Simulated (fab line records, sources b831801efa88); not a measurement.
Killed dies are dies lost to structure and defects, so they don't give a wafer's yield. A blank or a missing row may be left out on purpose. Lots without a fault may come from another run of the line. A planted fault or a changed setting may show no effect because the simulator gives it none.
fab line records | flow gf180mcu
record lots=15 wafers=45 last_day=34
route steps=602 shown V4@490 MIM@507
lots that met no fault: from a run of the same line without faults
start_h: hours from the record's first day to the start of the lot's first wafer shown | wait_h: hours since the lot's step before | " the same as in the row above | L1.1+2: a row that stands for several wafers | - no value, or no start given | * or withheld: withheld | < > ~ a bound
route shown NAME@n: a module of which the file shows steps, and the number in the route of the first | usual: mean/standard deviation of fault-free wafers | same: alike in all rows | chamber/n: place in a boat | sites: the reading at each site | _std_site: their standard deviation | _edge_site: outer sites' mean less inner sites' | radius_mm: how far each site lies from the wafer's centre | mask NAME#n: copy n | behind: the tool/chamber that last shaped the wafer | hold: why the lot was held/for how many hours/how that ended | device: the transistor (n, p or np) that didn't switch | end of line: the same wafers' tests at the end of the route | a step without rows: its recipe alone | killed: dies lost to structure and defects at the first sort, not the wafer's yield | map: a wafer's dies, x killed, . not, _ none there
set.NAME: the setting as run; set.NAME@STEP: as run at that earlier step | model.NAME: the simulator's own value behind a step, which no gauge read
steps of the route over a sample of lots; a table a step, a row a wafer
services: from which hour (start_h, from the record's first day; less than 0 if before it) a tool's chamber was out of use, for how many hours, and why
## steps
# step GF_V4_CD_MEAS_14
# recipe target_cd_nm=260
# usual cd_nm=260.2/1
# columns lot.wafer tool chamber start_h wait_h cd_nm
L634.3 cd_sem-01 - 554.98 0.1 260.7
L634.5 " - " " 260.2
L634.6 " - " " 260.3
L635.2 cd_sem-01 - 567.86 0.1 259.1
L635.3 " - " " 259.2
L635.5 " - " " 258.9
L636.4 cd_sem-02 - 574.26 0.1 260.5
L636.5 " - " " 260.3
L636.6 " - " " 260.4
L637.1 cd_sem-02 - 584.35 0.1 260.9
L637.2 " - " " 261.1
L637.5 " - " " 260.7
L638.1 cd_sem-02 - 595.60 0.1 259.6
L638.3 " - " " 260.2
L638.5 " - " " 259.3
L641.2 cd_sem-01 - 614.37 0.1 260.8
L641.3 " - " " 260.2
L641.6 " - " " 260.0
L642.1 cd_sem-02 - 626.05 0.1 261.7
L642.2 " - " " 261.9
L642.3 " - " " 261.1
L643.3 cd_sem-02 - 626.84 0.1 259.6
L643.4 " - " " 258.6
L643.6 " - " " 258.9
L651.4 cd_sem-02 - 700.21 0.1 261.4
L651.5 " - " " 261.4
L651.6 " - " " 261.8
L652.1 cd_sem-02 - 701.89 0.1 260.7
L652.2 " - " " 260.0
L652.4 " - " " 259.5
L653.3 cd_sem-02 - 707.14 0.1 258.0
L653.5 " - " " 259.9
L653.6 " - " " 260.3
L654.2 cd_sem-02 - 708.07 0.1 260.4
L654.3 " - " " 261.6
L654.6 " - " " 260.6
L655.1 cd_sem-01 - 710.15 0.1 261.7
L655.4 " - " " 261.0
L655.6 " - " " 260.7
L656.1 cd_sem-01 - 725.55 0.1 259.6
L656.2 " - " " 258.6
L656.6 " - " " 259.5
L657.1 cd_sem-01 - 734.54 0.1 260.1
L657.2 " - " " 258.3
L657.4 " - " " 260.8
# step GF_V4_OVL_MEAS_15
# usual V4_OVL=-1/4.9
# columns lot.wafer tool chamber start_h wait_h V4_OVL[nm]
L634.3 overlay-02 - 555.07 0.1 4
L634.5 " - " " 1
L634.6 " - " " 3
L635.2 overlay-02 - 567.96 0.1 6
L635.3 " - " " -4
L635.5 " - " " -4
L636.4 overlay-02 - 574.34 0.1 1
L636.5 " - " " 1
L636.6 " - " " -1
L637.1 overlay-02 - 584.47 0.1 -7
L637.2 " - " " -5
L637.5 " - " " 1
L638.1 overlay-01 - 595.72 0.1 -8
L638.3 " - " " -11
L638.5 " - " " -6
L641.2 overlay-02 - 614.48 0.1 -1
L641.3 " - " " 1
L641.6 " - " " 2
L642.1 overlay-02 - 626.17 0.1 -9
L642.2 " - " " -9
L642.3 " - " " -6
L643.3 overlay-01 - 626.94 0.1 1
L643.4 " - " " 4
L643.6 " - " " 6
L651.4 overlay-02 - 700.29 0.1 -2
L651.5 " - " " 10
L651.6 " - " " 4
L652.1 overlay-02 - 702.01 0.1 -2
L652.2 " - " " -10
L652.4 " - " " -3
L653.3 overlay-01 - 707.24 0.1 3
L653.5 " - " " 0
L653.6 " - " " -1
L654.2 overlay-01 - 708.18 0.1 5
L654.3 " - " " -3
L654.6 " - " " 2
L655.1 overlay-02 - 710.27 0.1 -5
L655.4 " - " " -4
L655.6 " - " " -5
L656.1 overlay-02 - 725.67 0.1 -2
L656.2 " - " " -3
L656.6 " - " " -8
L657.1 overlay-02 - 734.66 0.1 7
L657.2 " - " " 7
L657.4 " - " " 9
# step GF_MIM_SPUTTER_04
# recipe material=TiN target_thk_nm=50 power_w=6500 time_s=41.7 chamber_pressure_pa=0.4
# usual throttle_valve_pct=29.8/1.2
# columns lot.wafer tool chamber start_h wait_h throttle_valve_pct
L634.3 pvd_sputter-03 - 556.63 0.0 31.0
L634.5 " - " " 30.8
L634.6 " - " " 30.1
L635.2 pvd_sputter-03 - 569.57 0.0 30.1
L635.3 " - " " 29.8
L635.5 " - " " 30.0
L636.4 pvd_sputter-03 - 576.28 0.0 30.9
L636.5 " - " " 29.9
L636.6 " - " " 30.9
L637.1 pvd_sputter-02 - 586.05 0.0 30.8
L637.2 " - " " 29.5
L637.5 " - " " 30.7
L638.1 pvd_sputter-03 - 597.45 0.0 30.9
L638.3 " - " " 29.7
L638.5 " - " " 30.1
L641.2 pvd_sputter-03 - 616.51 0.0 30.8
L641.3 " - " " 29.8
L641.6 " - " " 30.1
L642.1 pvd_sputter-03 - 627.94 0.0 30.0
L642.2 " - " " 29.8
L642.3 " - " " 31.0
L643.3 pvd_sputter-04 - 628.50 0.0 28.2
L643.4 " - " " 27.4
L643.6 " - " " 28.5
L651.4 pvd_sputter-04 - 701.84 0.0 28.6
L651.5 " - " " 30.2
L651.6 " - " " 27.6
L652.1 pvd_sputter-04 - 703.58 0.0 30.2
L652.2 " - " " 27.8
L652.4 " - " " 31.1
L653.3 pvd_sputter-04 - 708.91 0.0 27.8
L653.5 " - " " 27.6
L653.6 " - " " 28.5
L654.2 pvd_sputter-04 - 709.84 0.0 30.2
L654.3 " - " " 28.8
L654.6 " - " " 27.6
L655.1 pvd_sputter-04 - 711.85 0.0 30.3
L655.4 " - " " 30.1
L655.6 " - " " 28.4
L656.1 pvd_sputter-02 - 727.25 0.0 30.8
L656.2 " - " " 30.5
L656.6 " - " " 31.8
L657.1 pvd_sputter-04 - 736.29 0.0 30.7
L657.2 " - " " 27.7
L657.4 " - " " 28.6
# step GF_MIM_DEVELOP_18
# recipe develop_time_s=60 dev_temp_c=23
# usual chill_plate_temp_C=22.99/0.097 develop_time_s=60/0 exhaust_pa=45.0/0.8
# columns lot.wafer tool chamber start_h wait_h chill_plate_temp_C develop_time_s exhaust_pa
L634.3 litho_track-02 0 578.35 0.1 22.86 60 44.6
L634.5 " 0 " " 22.88 60 44.3
L634.6 " 0 " " 22.79 60 42.2
L635.2 litho_track-03 0 591.16 0.1 22.92 60 45.6
L635.3 " 0 " " 22.91 60 44.7
L635.5 " 0 " " 22.83 60 46.0
L636.4 litho_track-03 0 596.56 0.1 23.13 60 43.9
L636.5 " 0 " " 23.03 60 45.8
L636.6 " 0 " " 23.12 60 45.3
L637.1 litho_track-03 0 609.79 0.1 23.19 60 44.4
L637.2 " 0 " " 23.12 60 45.0
L637.5 " 0 " " 23.00 60 44.1
L638.1 litho_track-04 0 616.00 0.1 23.01 60 44.3
L638.3 " 0 " " 23.15 60 46.1
L638.5 " 0 " " 22.98 60 44.3
L641.2 litho_track-04 - 636.27 0.1 - - -
L641.3 " - " " - - -
L641.6 " - " " - - -
L642.1 litho_track-03 - 648.24 0.1 - - -
L642.2 " - " " - - -
L642.3 " - " " - - -
L643.3 litho_track-04 - 648.50 0.1 - - -
L643.4 " - " " - - -
L643.6 " - " " - - -
L651.4 litho_track-03 0 719.76 0.1 23.08 60 45.1
L651.5 " 0 " " 23.08 60 44.8
L651.6 " 0 " " 22.90 60 46.5
L652.1 litho_track-02 0 721.25 0.1 22.90 60 45.3
L652.2 " 0 " " 22.91 60 44.6
L652.4 " 0 " " 22.77 60 44.7
L653.3 litho_track-03 0 726.74 0.1 23.20 60 44.5
L653.5 " 0 " " 23.06 60 44.6
L653.6 " 0 " " 22.92 60 45.3
L654.2 litho_track-02 0 727.73 0.1 22.99 60 44.5
L654.3 " 0 " " 23.02 60 45.8
L654.6 " 0 " " 22.97 60 45.8
L655.1 litho_track-03 0 728.54 0.1 23.02 60 45.2
L655.4 " 0 " " 23.09 60 45.0
L655.6 " 0 " " 23.00 60 44.8
L656.1 litho_track-03 0 743.89 0.1 22.80 60 44.4
L656.2 " 0 " " 23.07 60 44.7
L656.6 " 0 " " 22.90 60 44.8
L657.1 litho_track-04 0 753.05 0.1 22.97 60 45.3
L657.2 " 0 " " 23.02 60 44.8
L657.4 " 0 " " 23.03 60 45.0
## services
# columns tool chamber start_h hours kind
pvd_sputter-04 - 564.25 2.8 repair
pvd_sputter-02 - 622.09 5.3 repair
pvd_sputter-04 - 665.72 1.5 repair
pvd_sputter-04 - 678.08 4.6 repair
pvd_sputter-04 - 717.31 0.8 repair
pvd_sputter-02 - 751.58 5.3 repair
## key
first_sign step=GF_MIM_DEVELOP_18 reading=tool_record direction=missing
effect none on later readings
met_at GF_MIM_DEVELOP_18
struck_lots L641,L642,L643
later_rows_left_out L641.2,L641.3,L641.6,L642.1,L642.2,L642.3,L643.3,L643.4,L643.6
sort_left_out L641.2,L641.3,L641.6,L642.1,L642.2,L642.3,L643.3,L643.4,L643.6
not_acting_at GF_V4_CD_MEAS_14,GF_V4_OVL_MEAS_15,GF_MIM_SPUTTER_04
onset_between 616.00 636.27
fault kind=skipped_step_whole tool=litho_track-03,litho_track-04 chamber=- onset_h=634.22 steps=GF_MIM_DEVELOP_18 scope=struck_lots_only
# sort_left_out: the simulated sort isn't trusted on such a fault, so these wafers' sort isn't shown, and their yield isn't known
# later_rows_left_out: the simulator's readings of these wafers behind a module that went badly wrong aren't trusted and aren't shown, but for the sort
